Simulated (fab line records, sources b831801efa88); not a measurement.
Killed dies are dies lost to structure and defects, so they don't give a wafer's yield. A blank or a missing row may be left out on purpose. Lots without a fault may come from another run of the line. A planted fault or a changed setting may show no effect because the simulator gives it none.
fab line records | flow sfq_line
record lots=14 wafers=40 last_day=95
route steps=325 shown I0@44 M5@204 R5@212
lots that met no fault: from a run of the same line without faults
start_h: hours from the record's first day to the start of the lot's first wafer shown | wait_h: hours since the lot's step before | " the same as in the row above | L1.1+2: a row that stands for several wafers | - no value, or no start given | * or withheld: withheld | < > ~ a bound
route shown NAME@n: a module of which the file shows steps, and the number in the route of the first | usual: mean/standard deviation of fault-free wafers | same: alike in all rows | chamber/n: place in a boat | sites: the reading at each site | _std_site: their standard deviation | _edge_site: outer sites' mean less inner sites' | radius_mm: how far each site lies from the wafer's centre | mask NAME#n: copy n | behind: the tool/chamber that last shaped the wafer | hold: why the lot was held/for how many hours/how that ended | device: the transistor (n, p or np) that didn't switch | end of line: the same wafers' tests at the end of the route | a step without rows: its recipe alone | killed: dies lost to structure and defects at the first sort, not the wafer's yield | map: a wafer's dies, x killed, . not, _ none there
set.NAME: the setting as run; set.NAME@STEP: as run at that earlier step | model.NAME: the simulator's own value behind a step, which no gauge read
steps of the route over a sample of lots; a table a step, a row a wafer
services: from which hour (start_h, from the record's first day; less than 0 if before it) a tool's chamber was out of use, for how many hours, and why
## steps
# step SFQ_TRILAYER_I0_CMP_CMP_028
# recipe material=SiO2 down_force_psi=3 platen_rpm=60 pad_velocity_m_s=0.94248
# usual motor_current_A=10.2/0.84 slurry_filter_dp_kPa=13.51/0.13 time_to_endpoint_s=217/7.9
# columns lot.wafer tool chamber start_h wait_h motor_current_A slurry_filter_dp_kPa time_to_endpoint_s
L614.4 cmp-01 3 261.05 0.5 10.1 13.42 225
L614.1 " 1 262.05 1.5 10.6 13.68 217
L614.5 " 2 " " 9.3 13.37 223
L615.4 cmp-01 1 265.33 0.0 10.2 13.48 221
L615.1 " 3 266.33 1.0 9.9 13.43 223
L615.6 " 1 267.33 2.0 10.6 13.65 222
L616.1 cmp-02 1 276.73 0.6 10.6 13.76 219
L616.4 " 3 277.73 1.6 10.8 13.63 223
L616.6 " 1 278.73 2.6 10.9 13.44 228
L617.1 cmp-01 1 286.23 0.5 10.1 13.68 213
L617.3 " 2 " " 10.1 13.35 216
L617.5 " 1 288.23 2.5 9.9 13.52 218
L618.3 cmp-01 3 297.05 0.5 10.0 13.55 218
L618.1 " 1 298.05 1.5 10.3 13.56 216
L618.6 " 2 " " 9.9 13.27 219
L619.4 cmp-01 3 319.38 4.7 10.1 13.51 229
L619.5 " 2 320.88 6.2 9.7 13.71 219
L619.6 " 3 " " 9.8 13.71 229
L620.1 cmp-01 3 327.88 1.7 10.0 13.60 223
L620.3 " 0 " " 10.1 13.57 209
L620.5 " 3 329.88 3.6 10.4 13.51 224
L626.1 cmp-01 0 390.24 0.5 10.6 13.64 282
L626.2 " 2 391.24 1.5 9.6 13.60 207
L627.3 cmp-01 1 394.17 0.5 10.8 13.59 213
L627.1 " 3 395.17 1.5 10.0 13.55 281
L632.2 cmp-02 3 424.99 0.0 10.1 13.67 201
L632.4 " 1 425.99 1.0 11.0 13.45 221
L632.6 " 3 426.99 2.0 10.6 13.46 207
L634.3 cmp-02 1 459.49 2.1 10.8 13.38 213
L634.5 " 0 460.99 3.6 8.3 13.28 222
L634.6 " 1 " " 11.3 13.47 224
L635.3 cmp-01 0 466.46 0.0 10.6 13.45 219
L635.2 " 1 " " 10.4 13.39 210
L635.4 " 2 " " 9.8 13.45 213
L636.3 cmp-01 3 478.74 0.5 9.9 13.56 220
L636.1 " 0 " " 10.6 13.51 210
L636.2 " 1 " " 9.8 13.44 214
L637.2 cmp-02 1 490.41 3.8 10.8 13.66 227
L637.4 " 3 491.41 4.8 10.5 13.53 217
L637.5 " 1 492.41 5.8 10.7 13.59 231
# step SFQ_TRILAYER_I0_METRO_MEASURE_029
# usual thk_nm=200.1/1.3
# columns lot.wafer tool chamber start_h wait_h thk_nm
L614.1 film_metro-02 - 263.67 0.1 199.7
L614.4 " - " " 201.2
L614.5 " - " " 200.9
L615.1 film_metro-01 - 268.45 0.1 202.1
L615.4 " - " " 200.9
L615.6 " - " " 199.7
L616.1 film_metro-02 - 279.85 0.1 202.6
L616.4 " - " " 200.0
L616.6 " - " " 203.0
L617.1 film_metro-04 - 288.85 0.1 199.8
L617.3 " - " " 199.1
L617.5 " - " " 199.9
L618.1 film_metro-02 - 299.67 0.1 201.5
L618.3 " - " " 202.5
L618.6 " - " " 200.1
L619.4 film_metro-04 - 322.60 0.6 199.2
L619.5 " - " " 199.3
L619.6 " - " " 200.5
L620.1 film_metro-01 - 331.00 0.1 201.0
L620.3 " - " " 200.1
L620.5 " - " " 201.4
L626.1 film_metro-01 - 392.86 0.1 306.8
L626.2 " - " " 200.3
L627.1 film_metro-02 - 396.79 0.1 305.9
L627.3 " - " " 199.0
L632.2 film_metro-01 - 428.31 0.3 199.9
L632.4 " - " " 199.8
L632.6 " - " " 199.5
L634.3 film_metro-04 - 462.51 0.5 199.4
L634.5 " - " " 199.6
L634.6 " - " " 199.7
L635.2 film_metro-02 - 469.78 0.3 199.2
L635.3 " - " " 200.4
L635.4 " - " " 199.2
L636.1 film_metro-02 - 481.36 0.1 199.6
L636.2 " - " " 200.4
L636.3 " - " " 200.8
L637.2 film_metro-02 - 493.23 0.3 200.3
L637.4 " - " " 200.1
L637.5 " - " " 200.9
# step SFQ_TRILAYER_I0_VIA_ETCH_VIA_ETCH_034
# recipe target=SiO2 stop_on=Nb mask_material=PR taper_deg=20 chemistry=CHF3 target_depth_nm=260 source_w=500 bias_w=80 pressure_mtorr=30 time_s=withheld
# usual drypump_motor_current_A=5.5/0.37 oes_product_au=0.855/0.0055
# columns lot.wafer tool chamber start_h wait_h drypump_motor_current_A oes_product_au
L614.1 rie_diel-04 2 393.87 0.0 4.9 0.860
L614.4 " 1 " " 5.9 0.847
L614.5 " 2 " " 5.0 0.862
L615.1 rie_diel-01 0 398.67 0.0 5.6 0.854
L615.4 " 2 " " 6.3 0.854
L615.6 " 3 " " 5.6 0.852
L616.1 rie_diel-04 1 413.19 0.0 5.9 0.870
L616.4 " 2 " " 4.9 0.856
L616.6 " 2 " " 4.9 0.865
L617.1 rie_diel-04 3 426.39 0.0 5.4 0.858
L617.3 " 0 " " 5.0 0.862
L617.5 " 1 " " 5.9 0.852
L618.1 rie_diel-04 2 438.39 0.0 5.0 0.859
L618.3 " 0 " " 5.0 0.861
L618.6 " 2 " " 4.9 0.854
L619.4 rie_diel-03 1 462.92 0.1 5.6 0.858
L619.5 " 1 " " 5.6 0.862
L619.6 " 2 " " 5.7 0.853
L620.1 rie_diel-04 2 471.24 0.0 5.0 0.855
L620.3 " 0 " " 5.0 0.851
L620.5 " 3 " " 5.5 0.856
L626.1 rie_diel-03 3 551.77 0.0 5.3 0.987
L626.2 " 0 " " 5.6 0.861
L627.1 rie_diel-01 1 560.09 0.0 5.3 0.979
L627.3 " 3 " " 5.6 0.853
L632.2 rie_diel-04 1 590.79 0.0 5.9 0.851
L632.4 " 0 " " 5.0 0.861
L632.6 " 3 " " 5.5 0.850
L634.3 rie_diel-04 3 620.79 0.0 5.5 0.845
L634.5 " 2 " " 4.9 0.856
L634.6 " 1 " " 5.9 0.855
L635.2 rie_diel-03 2 626.79 0.0 5.7 0.855
L635.3 " 1 " " 5.6 0.867
L635.4 " 0 " " 5.6 0.859
L636.1 rie_diel-01 0 639.99 0.0 5.7 0.848
L636.2 " 1 " " 5.3 0.849
L636.3 " 3 " " 5.6 0.853
L637.2 rie_diel-01 2 650.91 0.0 6.3 0.856
L637.4 " 3 " " 5.6 0.848
L637.5 " 2 " " 6.3 0.869
# step SFQ_M5_OVL_MEAS_932
# usual M5_OVL=-3/5.6
# columns lot.wafer tool chamber start_h wait_h M5_OVL[nm]
L614.1 overlay-01 - 1417.02 0.1 5
L614.4 " - " " 4
L614.5 " - " " 5
L615.1 overlay-01 - 1427.82 0.1 -13
L615.4 " - " " -3
L615.6 " - " " -5
L616.1 overlay-02 - 1542.35 0.1 8
L616.4 " - " " -1
L616.6 " - " " 3
L617.1 overlay-01 - 1655.01 0.1 -4
L617.3 " - " " 0
L617.5 " - " " 0
L618.1 overlay-01 - 1658.61 0.1 -7
L618.3 " - " " -6
L618.6 " - " " -11
L619.4 overlay-01 - 1676.35 0.1 -13
L619.5 " - " " 0
L619.6 " - " " -12
L620.1 overlay-01 - 1684.73 0.1 -2
L620.3 " - " " -10
L620.5 " - " " -5
L626.1 overlay-01 - 1753.38 0.1 -5
L626.2 " - " " 0
L627.1 overlay-01 - 1755.78 0.1 -11
L627.3 " - " " -7
L632.2 overlay-01 - 1792.26 0.1 -14
L632.4 " - " " -8
L632.6 " - " " -9
L634.3 overlay-02 - 1795.86 0.1 1
L634.5 " - " " -5
L634.6 " - " " 3
L635.2 overlay-01 - 1800.66 0.1 7
L635.3 " - " " 6
L635.4 " - " " 8
L636.1 overlay-02 - 1805.45 0.1 -5
L636.2 " - " " -3
L636.3 " - " " -7
L637.2 overlay-02 - 1807.86 0.1 3
L637.4 " - " " 4
L637.5 " - " " 2
# step SFQ_TRILAYER_M5_STRIP_STRIP_127
# recipe gas=O2 power_w=200 platen_temp_c=40 overash_fraction=0.65 chemistry=O2 pressure_mtorr=50
# usual drypump_motor_current_A=5.5/0.38 oes_product_au=1.003/0.011
# same overash_fraction=0.65
# columns lot.wafer tool chamber start_h wait_h drypump_motor_current_A oes_product_au rf_hours_counter_h
L614.1 rie_metal-01 1 1417.31 0.1 5.4 1.000 118
L614.4 " 0 " " 5.4 1.001 -
L614.5 " 1 " " 5.4 1.014 -
L615.1 rie_metal-01 1 1428.11 0.1 5.4 1.003 119
L615.4 " 1 " " 5.4 1.000 -
L615.6 " 0 " " 5.4 1.004 -
L616.1 rie_metal-04 1 1542.90 0.3 5.2 1.003 26
L616.4 " 1 " " 5.1 1.005 -
L616.6 " 1 " " 5.2 1.002 -
L617.1 rie_metal-04 1 1655.30 0.1 5.1 1.001 40
L617.3 " 1 " " 5.1 1.001 -
L617.5 " 1 " " 5.1 1.005 -
L618.1 rie_metal-04 0 1658.90 0.1 5.3 1.001 35
L618.3 " 1 " " 5.1 0.996 -
L618.6 " 0 " " 5.3 0.991 -
L619.4 rie_metal-02 1 1676.82 0.3 6.4 0.994 -
L619.5 " 1 " " 6.4 0.997 -
L619.6 " 0 " " 5.3 1.015 -
L620.1 rie_metal-01 1 1685.02 0.1 5.3 1.024 19
L620.3 " 1 " " 5.3 1.024 -
L620.5 " 1 " " 5.3 1.030 -
L626.1 rie_metal-01 1 1753.67 0.1 5.4 1.016 33
L626.2 " 0 " " 5.4 1.001 88
L627.1 rie_metal-01 0 1756.07 0.1 5.4 1.001 88
L627.3 " 1 " " 5.4 1.023 -
L632.2 rie_metal-01 0 1792.54 0.1 5.4 0.983 95
L632.4 " 1 " " 5.4 1.011 -
L632.6 " 0 " " 5.4 0.992 -
L634.3 rie_metal-02 0 1796.34 0.3 5.3 1.004 -
L634.5 " 0 " " 5.3 1.001 -
L634.6 " 1 " " 6.4 1.008 -
L635.2 rie_metal-01 1 1800.94 0.1 5.4 1.012 42
L635.3 " 1 " " 5.4 1.016 -
L635.4 " 0 " " 5.4 0.987 -
L636.1 rie_metal-02 0 1805.74 0.1 5.3 0.998 102
L636.2 " 1 " " 6.4 0.996 58
L636.3 " 1 " " 6.4 1.005 -
L637.2 rie_metal-01 1 1808.14 0.1 5.4 1.016 43
L637.4 " 0 " " 5.4 0.994 -
L637.5 " 1 " " 5.4 1.015 -
# step SFQ_TRILAYER_R5_DEP_SPUTTER_132
# recipe material=Ti base_pressure_pa=1.33e-06 target_thk_nm=5 power_w=2000 time_s=5 chamber_pressure_pa=0.4
# usual throttle_valve_pct=30.5/1.2
# columns lot.wafer tool chamber start_h wait_h throttle_valve_pct
L614.1 pvd_sputter-05 - 1432.64 1.0 30.6
L614.4 " - " " 31.5
L614.5 " - " " 31.5
L615.1 pvd_sputter-04 - 1439.57 1.0 30.5
L615.4 " - " " 29.5
L615.6 " - " " 30.8
L616.1 pvd_sputter-05 - 1548.56 1.0 31.5
L616.4 " - " " 30.7
L616.6 " - " " 30.7
L617.1 pvd_sputter-06 - 1661.25 1.0 30.5
L617.3 " - " " 30.7
L617.5 " - " " 30.5
L618.1 pvd_sputter-04 - 1665.70 1.0 29.3
L618.3 " - " " 29.7
L618.6 " - " " 30.5
L619.4 pvd_sputter-06 - 1682.45 0.4 30.3
L619.5 " - " " 32.8
L619.6 " - " " 30.4
L620.1 pvd_sputter-05 - 1691.45 1.0 31.5
L620.3 " - " " 30.7
L620.5 " - " " 31.3
L626.1 pvd_sputter-06 - 1758.91 1.0 32.7
L626.2 " - " " 30.0
L627.1 pvd_sputter-05 - 1761.91 1.0 31.5
L627.3 " - " " 28.1
L632.2 pvd_sputter-06 - 1798.21 0.8 30.8
L632.4 " - " " 30.5
L632.6 " - " " 30.1
L634.3 pvd_sputter-06 - 1801.21 0.6 30.3
L634.5 " - " " 30.4
L634.6 " - " " 30.8
L635.2 pvd_sputter-06 - 1806.01 0.8 32.9
L635.3 " - " " 30.7
L635.4 " - " " 30.4
L636.1 pvd_sputter-06 - 1810.82 1.0 30.6
L636.2 " - " " 32.9
L636.3 " - " " 31.0
L637.2 pvd_sputter-06 - 1813.82 0.8 30.4
L637.4 " - " " 29.9
L637.5 " - " " 30.6
## services
# columns tool chamber start_h hours kind
cmp-01 - 345.88 11.9 pm
cmp-01 - 457.67 0.4 repair
cmp-01 - 522.05 5.8 pm
cmp-01 - 574.89 4.0 pm
cmp-01 - 597.71 1.2 repair
cmp-01 - 658.58 7.3 pm
cmp-01 - 708.88 1.8 repair
cmp-01 - 723.05 1.3 repair
cmp-01 - 834.68 0.8 repair
cmp-01 - 883.54 6.4 repair
cmp-01 - 889.52 1.9 repair
cmp-01 - 891.41 9.9 pm
cmp-01 - 902.66 0.4 repair
cmp-01 - 916.29 4.0 pm
cmp-01 - 917.58 0.4 repair
cmp-01 - 931.36 0.3 repair
cmp-01 - 980.10 9.4 repair
cmp-01 - 1048.60 0.6 repair
cmp-01 - 1180.26 1.8 repair
cmp-01 - 1182.12 0.3 repair
cmp-01 - 1248.62 0.3 repair
cmp-01 - 1256.29 4.0 pm
cmp-01 - 1260.29 3.3 pm
cmp-01 - 1279.17 5.8 repair
## key
first_sign step=SFQ_TRILAYER_I0_CMP_CMP_028 reading=time_to_endpoint_s direction=up sigmas=8.2 usual=* struck=*
effect step=SFQ_TRILAYER_I0_METRO_MEASURE_029 reading=thk_nm direction=up sigmas=84 usual=200.1 struck=306.3
effect step=SFQ_TRILAYER_I0_VIA_ETCH_VIA_ETCH_034 reading=oes_product_au direction=up sigmas=23 usual=0.855 struck=0.983
met_at SFQ_TRILAYER_I0_CMP_CMP_028
struck_lots L626,L627
struck_wafers L626.1,L627.1
not_acting_at SFQ_M5_OVL_MEAS_932,SFQ_TRILAYER_M5_STRIP_STRIP_127,SFQ_TRILAYER_R5_DEP_SPUTTER_132
onset_between 327.88 390.24
fault kind=process_parameter_drift tool=cmp-01 chamber=- onset_h=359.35 steps=SFQ_TRILAYER_I0_CMP_CMP_028 channel=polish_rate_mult offset=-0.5 shape=step end_h=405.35 scope=struck_wafers_only
